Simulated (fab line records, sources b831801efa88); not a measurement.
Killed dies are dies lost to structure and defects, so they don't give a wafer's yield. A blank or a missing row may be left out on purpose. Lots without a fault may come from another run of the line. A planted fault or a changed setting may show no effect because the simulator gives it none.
Chamber matching | flow sky130 | SKY_LI_CONTACT_ETCH_15 on rie_diel-04: 4 sister chambers
The step etches PSG in C4F8/O2/Ar, stops on Si, target depth 600 nm. 14 wafers are shown with their chamber, then 7 later ones without.

WAFERS WITH THEIR CHAMBER
wafer  | chamber | oes_product_au (a.u.) | bias_w (W) | rf_fwd_power_W (W)
L502.2 | 2       | 0.844                 | 1201       | 1491
L502.4 | 0       | 0.831                 | 1193       | 1496
L502.5 | 1       | 0.839                 | 1202       | 1484
L514.1 | 1       | 0.839                 | 1202       | 1490
L514.5 | 3       | 0.826                 | 1194       | 1493
L514.6 | 0       | 0.837                 | 1204       | 1488
L515.1 | 3       | 0.842                 | 1200       | 1493
L515.2 | 0       | 0.842                 | 1200       | 1495
L515.4 | 1       | 0.832                 | 1199       | 1483
L517.3 | 3       | 0.840                 | 1199       | 1491
L517.5 | 1       | 0.840                 | 1207       | 1498
L517.6 | 0       | 0.845                 | 1208       | 1481
L519.1 | 1       | 0.839                 | 1196       | 1496
L519.4 | 3       | 0.839                 | 1197       | 1495

SIGNATURES (means of the wafers above)
reading        | chamber 0 | chamber 1 | chamber 2 | chamber 3 | scatter within a chamber
oes_product_au | 0.83875   | 0.83780   | 0.84400   | 0.83675   | 0.00561
bias_w         | 1201.25   | 1201.20   | 1201.00   | 1197.50   | 4.59
rf_fwd_power_W | 1490.00   | 1490.20   | 1491.00   | 1493.00   | 5.82
Rule: a wafer's distance from a chamber is the root of the sum, over the readings, of the square of ((its reading less the chamber's mean) divided by the reading's scatter). The wafer belongs to the nearest chamber; if the next one is less than 2 further off, it can't be placed. The scatter: the root of (the sum of the squares of (reading less its chamber's mean) over the shown wafers, divided by (wafers less chambers)).

WAFERS WITHOUT THEIR CHAMBER
wafer  | oes_product_au (a.u.) | bias_w (W) | rf_fwd_power_W (W)
L519.5 | 0.832                 | 1194       | 1487
L518.2 | 0.836                 | 1196       | 1496
L518.3 | 0.848                 | 1200       | 1492
L518.5 | 0.840                 | 1205       | 1491
L524.1 | 0.839                 | 1206       | 1487
L524.2 | 0.840                 | 1198       | 1491
L524.3 | 0.840                 | 1201       | 1490

WHICH CHAMBER EACH WENT THROUGH
wafer  | from the rows above               | in truth
L519.5 | can't be placed: 3 or 1 or 0 or 2 | 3
L518.2 | can't be placed: 3 or 1 or 0 or 2 | 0
L518.3 | can't be placed: 2 or 0 or 1 or 3 | 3
L518.5 | can't be placed: 0 or 1 or 2 or 3 | 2
L524.1 | can't be placed: 0 or 1 or 2 or 3 | 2
L524.2 | can't be placed: 3 or 0 or 1 or 2 | 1
L524.3 | can't be placed: 0 or 1 or 2 or 3 | 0
Placed correctly: 0 of 7. Can't be placed from these rows: 7 (the true chamber is among the candidates in 7). Placed wrongly: 0.
